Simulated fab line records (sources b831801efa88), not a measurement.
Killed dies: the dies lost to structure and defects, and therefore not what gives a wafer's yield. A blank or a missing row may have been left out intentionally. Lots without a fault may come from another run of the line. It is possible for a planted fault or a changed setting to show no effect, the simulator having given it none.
fab line records	flow sky130
record: lots: 11	wafers: 33	last-day: 50
route steps=708 shown RES_XHIGH@340 SD_N@353 LI_CONTACT@362 PAD_OPEN@708
lots that met no fault: taken from a fault-free run of the same line
start-h: the number of hours between the record's first day and the start of the first shown wafer of the lot	wait-h: hours since the lot's step before	" as in the row above	L1.1+2: a single row standing in for several wafers	- value missing, or start not given	* or withheld: withheld	< > ~ a bound
route shown NAME@n: a module of which the file shows steps, and the number in the route of the first	usual: the fault-free wafers' mean and standard deviation	same: alike in all rows	chamber/n: place in a boat	sites: per-site readings	_std_site: standard deviation of those values	_edge_site: outer sites' mean less inner sites'	radius-mm: for every site, how far away it sits from the centre of the wafer	mask NAME#n: copy n	behind: the most recent tool/chamber to have shaped the wafer	hold: reason for holding the lot/hours on hold/outcome of the hold	device: the transistor (n, p or np) that didn't switch	end of line: the tests these same wafers got at the end of their route	a step without rows: its recipe alone	killed: dies lost to structure and defects at the first sort, not the wafer's yield	map: shows each die of a wafer: x if killed, . if not, _ if none is there
set.NAME: the run value of the setting; set.NAME@STEP: its run value at that earlier step	model.NAME: the simulator's own value behind a step, which no gauge read
the route's steps for a sample of lots (tables are steps, rows are wafers)
services: when a tool's chamber went out of use (start-h, in hours from the record's first day, below 0 if earlier), for how many hours, and the reason
== steps ==
step: SKY_RES_XHIGH_STRIP_08
recipe: chemistry: O2/N2	power-w: 1400	pressure-mtorr: 1500	platen-temp-c: withheld	o2-flow-sccm: 3000	n2-flow-sccm: 300	overash-fraction: 0.5
usual: drypump-motor-current-A: 6.12/0.26	o2-flow-sccm: 3001/8.7	oes-product-au: 0.711/0.0044	strip-time-to-endpoint-s: 14.26/0.045
lot.wafer	tool	chamber	start-h	wait-h	drypump-motor-current-A	o2-flow-sccm	oes-product-au	rf-hours-counter-h	strip-time-to-endpoint-s
L866.2	plasma-asher-01	0	617.01	0.1	5.87	3001	0.708	92	14.30
L866.5	"	1	"	"	5.70	3004	0.708	-	14.29
L866.6	"	0	"	"	5.88	2991	0.711	-	14.22
L867.3	plasma-asher-03	0	634.20	0.1	6.03	3001	0.718	-	14.29
L867.5	"	1	"	"	6.31	3001	0.710	-	14.25
L867.6	"	0	"	"	6.07	2995	0.714	-	14.27
L875.1	plasma-asher-04	0	693.94	0.1	6.46	3008	0.709	26	14.23
L875.3	"	0	"	"	6.45	2995	0.710	-	14.22
L875.6	"	1	"	"	6.40	3007	0.718	-	14.25
L876.4	plasma-asher-01	0	699.12	0.1	5.86	2995	0.712	-	14.29
L876.5	"	0	"	"	5.86	2987	0.707	-	14.27
L876.6	"	1	"	"	5.71	3012	0.710	-	14.29
L882.1	plasma-asher-03	1	754.62	0.1	6.30	3003	0.706	94	14.33
L882.4	"	0	"	"	6.09	2986	0.707	-	14.28
L882.6	"	1	"	"	6.32	3001	0.715	-	14.29
L883.2	plasma-asher-03	0	758.37	0.1	6.05	2985	0.706	95	14.27
L883.3	"	1	"	"	6.32	3002	0.714	-	14.33
L883.5	"	1	"	"	6.31	3007	0.729	-	14.26
L884.1	plasma-asher-01	0	765.09	0.1	5.88	2999	0.706	2	14.29
L884.3	"	1	"	"	5.69	3011	0.714	-	14.31
L884.5	"	1	"	"	5.70	2997	0.707	-	14.31
L885.3	plasma-asher-03	1	774.69	0.1	6.31	3003	0.709	-	14.28
L885.4	"	0	"	"	6.08	3006	0.722	-	14.25
L885.6	"	1	"	"	6.31	3009	0.717	-	14.21
L886.1	plasma-asher-03	1	781.64	0.1	6.31	2997	0.718	97	14.35
L886.5	"	1	"	"	6.33	3006	0.710	-	14.35
L886.6	"	0	"	"	6.07	3007	0.709	-	14.27
L888.1	plasma-asher-01	0	791.35	0.1	5.87	2999	0.706	6	14.25
L888.2	"	1	"	"	5.70	3000	0.713	6	14.25
L888.5	"	0	"	"	5.85	3024	0.710	-	14.29
L889.3	plasma-asher-03	0	798.19	0.1	6.07	2990	0.717	-	14.27
L889.5	"	1	"	"	6.29	2980	0.707	-	14.20
L889.6	"	0	"	"	6.08	3002	0.713	-	14.23
step: SKY_SD_N_STRIP_11
recipe: chemistry: O2/N2	power-w: 1400	pressure-mtorr: 1500	platen-temp-c: withheld	o2-flow-sccm: 3000	n2-flow-sccm: 300	overash-fraction: 0.5
usual: drypump-motor-current-A: 6.0/0.65	o2-flow-sccm: 3001/8.1	oes-product-au: 0.528/0.005	strip-time-to-endpoint-s: 22.55/0.043
lot.wafer	tool	chamber	start-h	wait-h	drypump-motor-current-A	o2-flow-sccm	oes-product-au	rf-hours-counter-h	strip-time-to-endpoint-s
L866.2	plasma-asher-04	1	645.78	0.1	6.5	2996	0.525	22	22.66
L866.5	"	1	"	"	6.5	3001	0.531	-	22.65
L866.6	"	0	"	"	6.5	2987	0.537	-	22.65
L867.3	plasma-asher-04	0	663.84	0.1	6.5	2991	0.531	-	22.52
L867.5	"	0	"	"	6.5	2996	0.520	-	22.54
L867.6	"	1	"	"	6.4	3003	0.536	-	22.55
L875.1	plasma-asher-04	0	722.51	0.1	6.4	3000	0.527	29	22.51
L875.3	"	1	"	"	6.4	2993	0.532	-	22.51
L875.6	"	0	"	"	6.4	3000	0.530	-	22.51
L876.4	plasma-asher-04	0	727.24	0.1	6.4	2991	0.529	-	22.50
L876.5	"	0	"	"	6.5	2999	0.525	-	22.51
L876.6	"	1	"	"	6.4	3003	0.529	-	22.50
L882.1	plasma-asher-02	1	781.46	0.1	4.9	3002	0.533	65	22.56
L882.4	"	0	"	"	6.6	2998	0.534	-	22.55
L882.6	"	0	"	"	6.5	2993	0.525	-	22.58
L883.2	plasma-asher-02	0	785.31	0.1	6.6	3003	0.524	65	22.52
L883.3	"	1	"	"	4.9	3008	0.522	-	22.51
L883.5	"	1	"	"	4.9	2993	0.525	-	22.56
L884.1	plasma-asher-02	0	792.44	0.1	6.6	2984	0.526	66	22.59
L884.3	"	1	"	"	4.9	3004	0.533	-	22.62
L884.5	"	1	"	"	4.9	2998	0.527	-	22.57
L885.3	plasma-asher-01	1	802.06	0.1	5.7	3003	0.523	-	22.60
L885.4	"	0	"	"	5.9	2996	0.521	-	22.54
L885.6	"	0	"	"	5.9	3008	0.525	-	22.61
L886.1	plasma-asher-04	0	808.71	0.1	6.4	2998	0.530	35	22.54
L886.5	"	1	"	"	6.4	3011	0.518	-	22.52
L886.6	"	0	"	"	6.4	3022	0.528	-	22.54
L888.1	plasma-asher-04	0	818.88	0.1	6.4	3006	0.524	36	22.57
L888.2	"	1	"	"	6.5	3007	0.529	36	22.53
L888.5	"	0	"	"	6.4	3013	0.533	-	22.57
L889.3	plasma-asher-02	0	825.04	0.1	6.6	2999	0.534	-	22.55
L889.5	"	1	"	"	4.9	2999	0.528	-	22.54
L889.6	"	0	"	"	6.5	3016	0.523	-	22.56
step: SKY_LI_CONTACT_HDPCVD_00
recipe: material: PSG	target-thk-nm: 930	sigma-open-frac: 0.3	time-s: 155	temp-c: 600	sih4-flow-sccm: 60	pressure-mtorr: 6
usual: run-length-s: 183.2/0.56
lot.wafer	tool	chamber	start-h	wait-h	run-length-s
L866.2	hdpcvd-02	0	646.54	0.0	183.2
L866.5	"	1	"	"	184.1
L866.6	"	0	"	"	182.9
L867.3	hdpcvd-01	1	664.57	0.0	183.3
L867.5	"	0	"	"	182.2
L867.6	"	2	"	"	182.8
L875.1	hdpcvd-01	0	723.28	0.0	187.4
L875.3	"	2	"	"	188.4
L875.6	"	0	"	"	188.2
L876.4	hdpcvd-01	0	728.08	0.1	187.5
L876.5	"	1	"	"	189.5
L876.6	"	2	"	"	188.2
L882.1	hdpcvd-01	1	782.22	0.0	183.3
L882.4	"	2	"	"	182.7
L882.6	"	1	"	"	183.4
L883.2	hdpcvd-02	1	786.07	0.0	183.8
L883.3	"	2	"	"	183.0
L883.5	"	2	"	"	182.9
L884.1	hdpcvd-02	1	793.20	0.0	183.5
L884.3	"	0	"	"	183.8
L884.5	"	1	"	"	183.9
L885.3	hdpcvd-02	2	802.79	0.0	183.4
L885.4	"	0	"	"	183.3
L885.6	"	2	"	"	182.8
L886.1	hdpcvd-02	2	809.48	0.0	183.5
L886.5	"	1	"	"	184.5
L886.6	"	2	"	"	183.4
L888.1	hdpcvd-01	2	819.64	0.0	182.8
L888.2	"	0	"	"	182.2
L888.5	"	2	"	"	182.7
L889.3	hdpcvd-02	1	825.77	0.0	184.4
L889.5	"	0	"	"	183.0
L889.6	"	2	"	"	183.4
step: SKY_LI_CONTACT_THK_MEAS_01
recipe: reads: PSG_of_LI_CONTACT_HDPCVD_00
usual: LI_CONTACT_HDPCVD_THK: 935/9.7
lot.wafer	tool	chamber	start-h	wait-h	hold	LI_CONTACT_HDPCVD_THK[nm]
L866.2	film-metro-02	-	646.70	0.1	-	938
L866.5	"	-	"	"	-	937
L866.6	"	-	"	"	-	945
L867.3	film-metro-02	-	664.69	0.1	-	946
L867.5	"	-	"	"	-	947
L867.6	"	-	"	"	-	943
L875.1	film-metro-04	-	723.38	0.1	await-dispo/0.2h/release	988
L875.3	"	-	"	"	await-dispo/0.2h/release	975
L875.6	"	-	"	"	await-dispo/0.2h/release	986
L875.1	film-metro-04	-	723.60	0.2	-	989
L875.3	"	-	"	"	-	975
L875.6	"	-	"	"	-	986
L876.4	film-metro-02	-	728.16	0.0	await-dispo/0.2h/release	970
L876.5	"	-	"	"	await-dispo/0.2h/release	973
L876.6	"	-	"	"	await-dispo/0.2h/release	978
L876.4	film-metro-02	-	728.39	0.2	-	971
L876.5	"	-	"	"	-	972
L876.6	"	-	"	"	-	978
L882.1	film-metro-04	-	782.33	0.1	-	951
L882.4	"	-	"	"	-	947
L882.6	"	-	"	"	-	951
L883.2	film-metro-04	-	786.18	0.1	-	929
L883.3	"	-	"	"	-	936
L883.5	"	-	"	"	-	933
L884.1	film-metro-01	-	793.31	0.1	-	924
L884.3	"	-	"	"	-	919
L884.5	"	-	"	"	-	927
L885.3	film-metro-04	-	802.91	0.1	-	932
L885.4	"	-	"	"	-	937
L885.6	"	-	"	"	-	943
L886.1	film-metro-01	-	809.58	0.1	-	932
L886.5	"	-	"	"	-	919
L886.6	"	-	"	"	-	916
L888.1	film-metro-01	-	819.75	0.1	-	939
L888.2	"	-	"	"	-	944
L888.5	"	-	"	"	-	944
L889.3	film-metro-02	-	825.92	0.1	-	921
L889.5	"	-	"	"	-	921
L889.6	"	-	"	"	-	934
step: SKY_LI_CONTACT_BOW_MEAS_03
recipe: mode: bow
usual: LI_CONTACT_BOW: 56/6.6
lot.wafer	tool	chamber	start-h	wait-h	LI_CONTACT_BOW[um]
L866.2	film-metro-04	-	647.07	0.2	55
L866.5	"	-	"	"	49
L866.6	"	-	"	"	52
L867.3	film-metro-04	-	665.07	0.2	58
L867.5	"	-	"	"	43
L867.6	"	-	"	"	56
L875.1	film-metro-01	-	729.28	0.1	56
L875.3	"	-	"	"	48
L875.6	"	-	"	"	62
L876.4	film-metro-02	-	733.56	0.3	55
L876.5	"	-	"	"	53
L876.6	"	-	"	"	60
L882.1	film-metro-01	-	782.69	0.1	58
L882.4	"	-	"	"	53
L882.6	"	-	"	"	50
L883.2	film-metro-04	-	786.55	0.2	56
L883.3	"	-	"	"	50
L883.5	"	-	"	"	66
L884.1	film-metro-02	-	793.67	0.1	66
L884.3	"	-	"	"	62
L884.5	"	-	"	"	71
L885.3	film-metro-02	-	803.29	0.2	45
L885.4	"	-	"	"	53
L885.6	"	-	"	"	45
L886.1	film-metro-01	-	809.94	0.1	53
L886.5	"	-	"	"	56
L886.6	"	-	"	"	48
L888.1	film-metro-01	-	820.12	0.2	60
L888.2	"	-	"	"	64
L888.5	"	-	"	"	52
L889.3	film-metro-04	-	826.30	0.3	50
L889.5	"	-	"	"	52
L889.6	"	-	"	"	55
step: SKY_PAD_OPEN_PROBE_99
usual: killed_at_M0_to_M3: 43/7.6	killed_at_M4_up: 2.9/1.7	killed-at-contacts: 24/5.5	killed-at-front-end: 15/4.2	killed-at-other: 0.3/0.52	killed-dies: 86/9.4	killed-open: 47/7	killed-short: 39/6.4
same: gross-dies: 492	killed-at-back-side: 0
lot.wafer	tool	chamber	start-h	wait-h	killed_at_M0_to_M3	killed_at_M4_up	killed-at-contacts	killed-at-front-end	killed-at-other	killed-dies	killed-open	killed-short
L866.2	prober-01	-	1076.32	0.1	60	2	33	8	0	103	65	37
L866.5	prober-01	-	1076.47	0.2	38	3	28	22	0	91	50	41
L866.6	prober-01	-	1076.52	0.2	52	3	20	9	2	86	48	37
L867.3	prober-02	-	1089.33	0.2	47	3	28	18	0	96	51	44
L867.5	prober-02	-	1089.43	0.2	55	2	19	14	1	91	48	42
L867.6	prober-02	-	1089.48	0.2	34	1	22	11	1	69	44	24
L875.1	prober-01	-	1130.64	0.1	52	7	28	22	1	110	63	47
L875.3	prober-01	-	1130.74	0.2	34	4	31	16	0	85	50	35
L875.6	prober-01	-	1130.89	0.2	38	1	32	12	0	83	42	41
L876.4	prober-02	-	1137.35	0.2	48	3	28	17	0	96	53	42
L876.5	prober-02	-	1137.40	0.2	42	5	20	18	0	85	43	41
L876.6	prober-02	-	1137.45	0.2	55	3	28	11	1	98	52	42
L882.1	prober-02	-	1173.18	0.1	43	4	28	14	0	89	41	48
L882.4	prober-02	-	1173.33	0.2	56	4	19	15	0	94	43	51
L882.6	prober-02	-	1173.43	0.2	24	4	38	21	0	87	49	38
L883.2	prober-01	-	1176.93	0.1	35	2	21	8	0	66	45	21
L883.3	prober-01	-	1176.98	0.2	41	1	26	12	0	80	46	34
L883.5	prober-01	-	1177.08	0.2	43	2	17	19	0	81	48	33
L884.1	prober-02	-	1179.78	0.1	58	3	16	19	0	96	62	34
L884.3	prober-02	-	1179.88	0.2	40	1	30	15	1	87	49	38
L884.5	prober-02	-	1179.98	0.2	51	4	26	14	1	96	48	47
L885.3	prober-01	-	1185.45	0.2	45	1	31	22	1	100	59	41
L885.4	prober-01	-	1185.50	0.2	37	3	33	7	0	80	44	36
L885.6	prober-01	-	1185.60	0.2	42	4	26	19	0	91	49	40
L886.1	prober-02	-	1190.13	0.1	53	3	21	21	0	98	51	47
L886.5	prober-02	-	1190.33	0.2	39	5	16	13	1	74	44	30
L886.6	prober-02	-	1190.38	0.2	48	2	22	22	0	94	56	38
L888.1	prober-02	-	1195.88	0.1	30	3	27	10	0	70	39	31
L888.2	prober-02	-	1195.93	0.1	33	5	26	9	0	73	41	32
L888.5	prober-02	-	1196.08	0.2	39	0	17	16	0	72	43	29
L889.3	prober-01	-	1198.93	0.2	43	3	26	17	0	89	51	37
L889.5	prober-01	-	1199.03	0.2	41	5	18	16	0	80	44	35
L889.6	prober-01	-	1199.08	0.2	47	1	26	13	0	87	40	47
killed by level:class
L866.2 CONTACT:geometric-particle:open=14 VIA1:geometric-particle:open=14 LI_CONTACT:geometric-particle:open=11 VIA2:geometric-particle:open=10 VIA1:geometric-particle:short=10 METAL1:geometric-particle:short=9 VIA3:geometric-particle:open=7 POLY_GATE:geometric-particle:open=4
L866.5 LI_CONTACT:geometric-particle:open=11 CONTACT:geometric-particle:open=11 POLY_GATE:geometric-particle:short=10 VIA2:geometric-particle:open=9 POLY_GATE:geometric-particle:open=6 VIA3:geometric-particle:open=6 FIELD_ISO:geometric-particle:short=5 METAL1:geometric-particle:short=5
L866.6 VIA1:geometric-particle:open=11 CONTACT:geometric-particle:open=10 VIA3:geometric-particle:open=9 METAL2:geometric-particle:short=8 VIA2:geometric-particle:open=6 FIELD_ISO:geometric-particle:short=5 CONTACT:geometric-particle:short=4 METAL1:geometric-particle:short=4
L867.3 VIA1:geometric-particle:open=14 CONTACT:geometric-particle:open=11 METAL2:geometric-particle:short=9 POLY_GATE:geometric-particle:short=7 CONTACT:geometric-particle:short=6 POLY_GATE:geometric-particle:open=5 LI_CONTACT:geometric-particle:open=4 VIA2:geometric-particle:open=4
L867.5 METAL1:geometric-particle:short=10 VIA3:geometric-particle:open=10 VIA2:geometric-particle:open=9 CONTACT:geometric-particle:open=7 VIA1:geometric-particle:short=7 POLY_GATE:geometric-particle:open=5 LI_CONTACT:geometric-particle:open=5 VIA1:geometric-particle:open=4
L867.6 VIA1:geometric-particle:open=12 CONTACT:geometric-particle:open=9 LI_CONTACT:geometric-particle:open=6 FIELD_ISO:geometric-particle:open=4 CONTACT:geometric-particle:short=4 VIA2:geometric-particle:open=4 VIA3:geometric-particle:open=4 VIA1:geometric-particle:short=3
L875.1 VIA1:geometric-particle:open=14 VIA3:geometric-particle:open=10 LI_CONTACT:geometric-particle:open=8 FIELD_ISO:geometric-particle:short=7 CONTACT:geometric-particle:open=7 CONTACT:geometric-particle:short=6 METAL1:geometric-particle:short=6 POLY_GATE:geometric-particle:short=4
L875.3 LI_CONTACT:geometric-particle:open=11 CONTACT:geometric-particle:open=11 VIA3:geometric-particle:open=9 METAL2:geometric-particle:short=7 VIA1:geometric-particle:open=7 FIELD_ISO:geometric-particle:open=5 CONTACT:geometric-particle:short=5 METAL1:geometric-particle:short=5
L875.6 CONTACT:geometric-particle:open=11 VIA3:geometric-particle:open=9 VIA1:geometric-particle:open=8 METAL1:geometric-particle:short=7 CONTACT:geometric-particle:short=7 LOCAL_INTERCONNECT:geometric-particle:short=6 POLY_GATE:geometric-particle:short=4 LI_CONTACT:geometric-particle:open=4
L876.4 VIA1:geometric-particle:open=13 CONTACT:geometric-particle:open=9 METAL1:geometric-particle:short=8 LOCAL_INTERCONNECT:geometric-particle:short=7 VIA2:geometric-particle:open=7 FIELD_ISO:geometric-particle:open=5 METAL2:geometric-particle:short=5 FIELD_ISO:geometric-particle:short=4
L876.5 VIA1:geometric-particle:open=10 METAL2:geometric-particle:short=10 CONTACT:geometric-particle:open=8 LI_CONTACT:geometric-particle:open=7 FIELD_ISO:geometric-particle:short=5 VIA1:geometric-particle:short=5 METAL4:geometric-particle:short=4 VIA2:geometric-particle:open=4
L876.6 VIA1:geometric-particle:open=16 CONTACT:geometric-particle:open=10 VIA1:geometric-particle:short=9 LI_CONTACT:geometric-particle:open=8 VIA3:geometric-particle:open=8 METAL2:geometric-particle:short=6 FIELD_ISO:geometric-particle:open=4 FIELD_ISO:geometric-particle:short=4
L882.1 CONTACT:geometric-particle:open=9 METAL1:geometric-particle:short=8 METAL2:geometric-particle:short=8 LI_CONTACT:geometric-particle:open=7 VIA1:geometric-particle:open=7 VIA2:geometric-particle:open=6 VIA2:geometric-particle:short=5 FIELD_ISO:geometric-particle:short=4
L882.4 METAL1:geometric-particle:short=9 METAL2:geometric-particle:short=9 VIA1:geometric-particle:open=8 VIA2:geometric-particle:open=8 CONTACT:geometric-particle:open=6 VIA1:geometric-particle:short=6 CONTACT:geometric-particle:short=5 VIA3:geometric-particle:open=5
L882.6 CONTACT:geometric-particle:open=13 LI_CONTACT:geometric-particle:open=10 LI_CONTACT:geometric-particle:short=8 FIELD_ISO:geometric-particle:open=6 FIELD_ISO:geometric-particle:short=5 POLY_GATE:geometric-particle:open=4 VIA1:geometric-particle:open=4 CONTACT:geometric-particle:short=4
L883.2 VIA1:geometric-particle:open=9 CONTACT:geometric-particle:open=8 LI_CONTACT:geometric-particle:open=7 VIA2:geometric-particle:open=7 VIA1:geometric-particle:short=5 LOCAL_INTERCONNECT:geometric-particle:short=4 VIA3:geometric-particle:open=4 FIELD_ISO:geometric-particle:short=2
L883.3 VIA1:geometric-particle:open=9 CONTACT:geometric-particle:open=8 LOCAL_INTERCONNECT:geometric-particle:short=6 POLY_GATE:geometric-particle:open=5 LI_CONTACT:geometric-particle:open=5 CONTACT:geometric-particle:short=5 VIA2:geometric-particle:open=5 VIA1:geometric-particle:short=5
L883.5 VIA1:geometric-particle:open=11 FIELD_ISO:geometric-particle:short=8 VIA3:geometric-particle:open=8 CONTACT:geometric-particle:open=7 VIA1:geometric-particle:short=7 VIA2:geometric-particle:open=6 LI_CONTACT:geometric-particle:open=4 METAL1:geometric-particle:short=4
L884.1 VIA1:geometric-particle:open=16 VIA2:geometric-particle:open=11 FIELD_ISO:geometric-particle:short=9 CONTACT:geometric-particle:open=9 VIA3:geometric-particle:open=6 FIELD_ISO:geometric-particle:open=5 METAL2:geometric-particle:open=5 METAL2:geometric-particle:short=5
L884.3 CONTACT:geometric-particle:open=12 LI_CONTACT:geometric-particle:open=9 VIA3:geometric-particle:open=7 FIELD_ISO:geometric-particle:open=6 VIA1:geometric-particle:short=6 FIELD_ISO:geometric-particle:short=5 METAL2:geometric-particle:short=5 VIA1:geometric-particle:open=5
L884.5 VIA1:geometric-particle:open=18 CONTACT:geometric-particle:open=11 VIA1:geometric-particle:short=10 CONTACT:geometric-particle:short=7 FIELD_ISO:geometric-particle:short=6 VIA2:geometric-particle:open=6 METAL1:geometric-particle:short=5 FIELD_ISO:geometric-particle:open=4
L885.3 CONTACT:geometric-particle:open=14 VIA1:geometric-particle:open=13 LI_CONTACT:geometric-particle:open=8 POLY_GATE:geometric-particle:open=7 VIA1:geometric-particle:short=7 METAL3:geometric-particle:short=5 METAL1:geometric-particle:short=5 VIA2:geometric-particle:open=5
L885.4 VIA1:geometric-particle:open=9 CONTACT:geometric-particle:open=7 VIA2:geometric-particle:open=7 LI_CONTACT:geometric-particle:open=7 CONTACT:geometric-particle:short=7 LOCAL_INTERCONNECT:geometric-particle:short=5 VIA1:geometric-particle:short=5 LI_CONTACT:geometric-particle:short=4
L885.6 VIA1:geometric-particle:open=17 CONTACT:geometric-particle:open=9 METAL2:geometric-particle:short=7 LI_CONTACT:geometric-particle:open=5 LOCAL_INTERCONNECT:geometric-particle:short=5 VIA1:geometric-particle:short=5 POLY_GATE:geometric-particle:open=4 POLY_GATE:geometric-particle:short=4
L886.1 VIA1:geometric-particle:open=13 METAL2:geometric-particle:short=10 VIA2:geometric-particle:open=9 CONTACT:geometric-particle:open=6 LI_CONTACT:geometric-particle:open=5 VIA1:geometric-particle:short=5 POLY_GATE:geometric-particle:short=4 LOCAL_INTERCONNECT:geometric-particle:short=4
L886.5 VIA1:geometric-particle:open=8 METAL2:geometric-particle:short=7 VIA3:geometric-particle:open=6 VIA2:geometric-particle:open=6 CONTACT:geometric-particle:open=5 POLY_GATE:geometric-particle:open=4 CONTACT:geometric-particle:short=4 FIELD_ISO:geometric-particle:open=3
L886.6 VIA3:geometric-particle:open=14 CONTACT:geometric-particle:open=8 VIA1:geometric-particle:open=8 LI_CONTACT:geometric-particle:open=7 POLY_GATE:geometric-particle:open=6 VIA1:geometric-particle:short=6 FIELD_ISO:geometric-particle:open=5 FIELD_ISO:geometric-particle:short=4
L888.1 LI_CONTACT:geometric-particle:open=8 CONTACT:geometric-particle:open=8 VIA1:geometric-particle:open=7 LOCAL_INTERCONNECT:geometric-particle:short=5 CONTACT:geometric-particle:short=5 METAL1:geometric-particle:short=5 FIELD_ISO:geometric-particle:open=4 VIA2:geometric-particle:open=4
L888.2 CONTACT:geometric-particle:open=9 VIA3:geometric-particle:open=8 LOCAL_INTERCONNECT:geometric-particle:short=6 VIA1:geometric-particle:open=5 METAL1:geometric-particle:short=5 VIA2:geometric-particle:open=4 CONTACT:geometric-particle:short=3 LI_CONTACT:geometric-particle:open=3
L888.5 VIA1:geometric-particle:open=8 LI_CONTACT:geometric-particle:open=7 VIA2:geometric-particle:open=6 FIELD_ISO:geometric-particle:short=5 FIELD_ISO:geometric-particle:open=5 METAL1:geometric-particle:short=5 VIA3:geometric-particle:open=5 METAL2:geometric-particle:short=4
L889.3 VIA1:geometric-particle:open=11 CONTACT:geometric-particle:open=9 VIA3:geometric-particle:open=8 METAL1:geometric-particle:short=6 POLY_GATE:geometric-particle:short=5 LI_CONTACT:geometric-particle:open=5 CONTACT:geometric-particle:short=5 VIA2:geometric-particle:open=4
L889.5 VIA1:geometric-particle:open=9 CONTACT:geometric-particle:open=8 METAL1:geometric-particle:short=6 VIA2:geometric-particle:open=6 POLY_GATE:geometric-particle:short=5 LI_CONTACT:geometric-particle:open=5 VIA2:geometric-particle:short=5 METAL2:geometric-particle:short=4
L889.6 VIA1:geometric-particle:open=12 CONTACT:geometric-particle:open=9 FIELD_ISO:geometric-particle:short=7 LOCAL_INTERCONNECT:geometric-particle:short=7 VIA1:geometric-particle:short=7 METAL2:geometric-particle:short=7 VIA3:geometric-particle:open=7 LI_CONTACT:geometric-particle:open=4
== services ==
tool	chamber	start-h	hours	kind
plasma-asher-02	-	604.89	8.3	repair
plasma-asher-03	-	616.61	0.9	repair
hdpcvd-02	2	633.01	56.5	repair
hdpcvd-02	-	650.75	15.0	pm
hdpcvd-02	0	650.75	15.0	vent-cycle
hdpcvd-02	1	650.75	15.0	vent-cycle
hdpcvd-02	2	650.75	38.7	vent-cycle
hdpcvd-02	0	665.75	-	clean
hdpcvd-02	1	665.75	-	clean
hdpcvd-02	2	665.75	-	clean
plasma-asher-01	-	733.75	9.0	pm
plasma-asher-01	0	733.75	9.0	vent-cycle
plasma-asher-01	1	733.75	9.0	vent-cycle
plasma-asher-01	0	742.75	-	clean
plasma-asher-01	1	742.75	-	clean
plasma-asher-04	-	770.00	29.4	repair
hdpcvd-02	-	822.44	2.8	pm
== key ==
first-sign: step: SKY_LI_CONTACT_HDPCVD_00	reading: run-length-s	direction: up	sigmas: 9	usual: *	struck: *
effect: step: SKY_LI_CONTACT_THK_MEAS_01	reading: visit	direction: added
met-at SKY_LI_CONTACT_HDPCVD_00
struck-lots L875,L876
tester-left-out L875,L876
not-acting-at SKY_RES_XHIGH_STRIP_08,SKY_SD_N_STRIP_11,SKY_LI_CONTACT_BOW_MEAS_03
onset-between 664.57 723.28
fault: kind: process-parameter-drift	tool: hdpcvd-01	chamber: -	onset-h: 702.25	steps: SKY_LI_CONTACT_HDPCVD_00	channel: time-s	offset: *	shape: step	end-h: 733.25	acts-in: *	stated: *
tester-left-out: of these lots the tester's yield and bins aren't shown, on N5 and GAA mostly nor the transistor test; their killed dies are dies lost to structure and defects alone, not to doping, threshold or leakage, so they don't give the yield
